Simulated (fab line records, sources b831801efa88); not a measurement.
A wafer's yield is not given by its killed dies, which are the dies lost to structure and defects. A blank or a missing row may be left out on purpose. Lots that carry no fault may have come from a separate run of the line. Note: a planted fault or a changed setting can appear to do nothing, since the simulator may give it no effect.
The tool behind it: which one? -- flow gf180mcu -- 13 lots, 39 wafers sampled, at 5 steps of a route of 602

## WHAT THE GAUGES READ, wafer by wafer
GF_VT_IMPLANT_OVL_MEAS_18.
lot,measured,on,VT_IMPLANT_01_OVL (nm)
L173,day 6 08:35,overlay-01,2.0 0.4 0.7
L175,day 7 03:24,overlay-01,-0.3 0.9 -0.4
L174,day 7 03:32,overlay-01,1.2 -0.6 -0.7
L176,day 7 04:44,overlay-01,2.0 0.8 2.7
L179,day 7 18:23,overlay-02,-2.1 -2.0 -0.1
L178,day 7 19:41,overlay-01,0.7 -0.9 1.4
L181,day 8 05:05,overlay-01,0.2 0.9 2.1
L182,day 8 14:44,overlay-01,0.3 0.5 0.7
L186,day 9 12:54,overlay-01,1.0 -0.8 0.1
L187,day 9 23:40,overlay-01,2.6 0.6 0.6
L193,day 11 11:08,overlay-01,-0.7 0.1 0.0
L194,day 11 18:35,overlay-01,-2.5 -1.6 -1.3
L195,day 11 22:59,overlay-01,-0.2 0.6 -0.2

GF_POLY_GATE_OVL_MEAS_11.
lot,measured,on,POLY_GATE_OVL (nm)
L173,day 9 06:20,overlay-01,12 9 13
L175,day 10 03:15,overlay-02,10 8 10
L174,day 10 02:54,overlay-02,6 -1 1
L176,day 10 08:17,overlay-02,4 4 -1
L179,day 10 20:38,overlay-01,0 4 2
L178,day 10 20:59,overlay-01,-3 -7 -8
L181,day 11 09:41,overlay-02,-5 -13 -3
L182,day 11 18:21,overlay-02,2 -1 6
L186,day 12 20:30,overlay-01,5 11 13
L187,day 13 06:50,overlay-02,-7 -14 -5
L193,day 15 02:07,overlay-02,4 5 2
L194,day 15 15:11,overlay-02,-10 -5 -6
L195,day 15 15:29,overlay-02,8 6 8

GF_HV_LDD_CD_MEAS_46: the cd target is 400 nm.
lot,measured,on,cd_nm (nm)
L173,day 12 09:59,cd_sem-01,397.2 398.7 396.0
L175,day 13 09:49,cd_sem-02,397.2 396.3 398.5
L174,day 13 07:48,cd_sem-02,400.9 400.5 401.2
L176,day 13 15:41,cd_sem-01,400.8 400.8 398.8
L179,day 14 04:28,cd_sem-01,401.3 402.2 401.4
L178,day 14 05:04,cd_sem-01,402.7 398.7 398.9
L181,day 14 19:44,cd_sem-02,401.5 400.3 399.7
L182,day 15 03:47,cd_sem-02,395.1 395.9 395.2
L186,day 16 11:52,cd_sem-01,396.5 398.1 398.1
L187,day 16 21:37,cd_sem-02,400.0 401.6 401.0
L193,day 19 03:44,cd_sem-01,307.6 308.5 310.6
L194,day 19 15:43,cd_sem-02,309.4 309.9 310.4
L195,day 19 16:04,cd_sem-01,395.7 395.3 395.4

## WHAT TOOL EACH LOT RAN ON (gives the tool, then ch and the chambers of the sampled wafers, and finally the start)
lot,GF_POLY_GATE_ETCH_12,GF_HV_LDD_DEVELOP_45
L173,"rie_diel-02 ch 1,2,3, day 9 06:22","litho_track-01 ch 0, day 12 09:50"
L175,"rie_diel-02 ch 0,1,2, day 10 03:17","litho_track-03 ch 0, day 13 09:40"
L174,"rie_diel-04 ch 0,2,3, day 10 02:56","litho_track-02 ch 0, day 13 07:39"
L176,"rie_diel-03 ch 0,2,3, day 10 08:19","litho_track-01 ch 0, day 13 15:32"
L179,"rie_diel-02 ch 1,3, day 10 20:40","litho_track-02 ch 0, day 14 04:20"
L178,"rie_diel-04 ch 0,2,3, day 10 21:01","litho_track-03 ch 0, day 14 04:55"
L181,"rie_diel-03 ch 0,2,3, day 11 09:43","litho_track-01 ch 0, day 14 19:35"
L182,"rie_diel-04 ch 0,2,3, day 11 18:23","litho_track-01 ch 0, day 15 03:38"
L186,"rie_diel-04 ch 1,2, day 12 20:32","litho_track-03 ch 0, day 16 11:43"
L187,"rie_diel-04 ch 0,2, day 13 06:52","litho_track-02 ch 0, day 16 21:28"
L193,"rie_diel-02 ch 0,1,3, day 15 02:10","litho_track-01 ch 0, day 19 03:35"
L194,"rie_diel-03 ch 0,1,3, day 15 15:13","litho_track-01 ch 0, day 19 15:34"
L195,"rie_diel-04 ch 0,1,3, day 15 15:31","litho_track-03 ch 0, day 19 15:55"
- GF_POLY_GATE_ETCH_12: etches BARC in N2/H2.
- GF_HV_LDD_DEVELOP_45: develop time 60 s.

## WHAT THE TOOLS THEMSELVES READ (means of the sampled wafers that have a number; where no wafer has one, the mark that the record gives instead)
GF_POLY_GATE_ETCH_12.
lot,tool,chamber_pressure_mTorr (mTorr),drypump_motor_current_A (A),oes_product_au (a.u.),rf_fwd_power_W (W),throttle_valve_pct (%)
L173,rie_diel-02,30.006,5.9,0.735,497.6,13.216
L175,rie_diel-02,30.006,5.6,0.734,495.7,13.214
L174,rie_diel-04,29.992,5.2,0.731,495.8,13.219
L176,rie_diel-03,29.979,5.7,0.732,495.0,13.212
L179,rie_diel-02,29.982,5.8,0.737,495.4,13.210
L178,rie_diel-04,30.009,5.2,0.734,496.6,13.213
L181,rie_diel-03,29.994,5.7,0.738,495.5,13.217
L182,rie_diel-04,29.985,5.2,0.735,495.7,13.216
L186,rie_diel-04,29.985,6.0,0.734,495.7,13.225
L187,rie_diel-04,29.997,5.3,0.738,494.9,13.217
L193,rie_diel-02,29.988,5.6,0.734,494.6,13.218
L194,rie_diel-03,29.986,6.1,0.734,494.7,13.209
L195,rie_diel-04,30.030,5.5,0.733,495.6,13.214

## THE ANSWER, worked out from the rows above alone
Rule: usual is defined by the lots themselves. The widest of any qualifying gaps counts: lots, ordered by their means at a reading, are off when they make up no more than a third of the lots, leave a main group of 4 or more, and stand apart from it by 3 or more times the standard deviation of that group's means. If all means in a main group match to the digits the tables above print for the reading, that group is not used. A lot without any number at a reading at which 4 lots or more have one is off too. All remaining lots with rows at the step are treated as sound. The gauges are gone through in route order, then the tools' own readings, and for those a lot's mean is taken as printed above. At the first step where some lot is off, the reading lying furthest off is the one used; lots without a number count as furthest.
Off, at GF_HV_LDD_CD_MEAS_46 on cd_nm: L193, L194. The main group: mean 398.8 nm, standard deviation 2.2.
A tool fits if, at a process step before that reading, it ran every lot that is off, and no sound lot after the first of them. Those tools and the gauges at GF_HV_LDD_CD_MEAS_46 are tried in the same way. One fits: GF_HV_LDD_DEVELOP_45 on litho_track-01. Its last sound lot is L182 (day 15 03:38), its first lot that is off L193 (day 19 03:35): a fault that began between those two fits.

## WHAT HAD BEEN PUT IN BY THE SIMULATOR
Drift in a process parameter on litho_track-01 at GF_HV_LDD_DEVELOP_45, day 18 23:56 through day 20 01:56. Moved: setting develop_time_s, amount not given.
Struck lots among those shown: L193, L194. Same finding as the rule above.
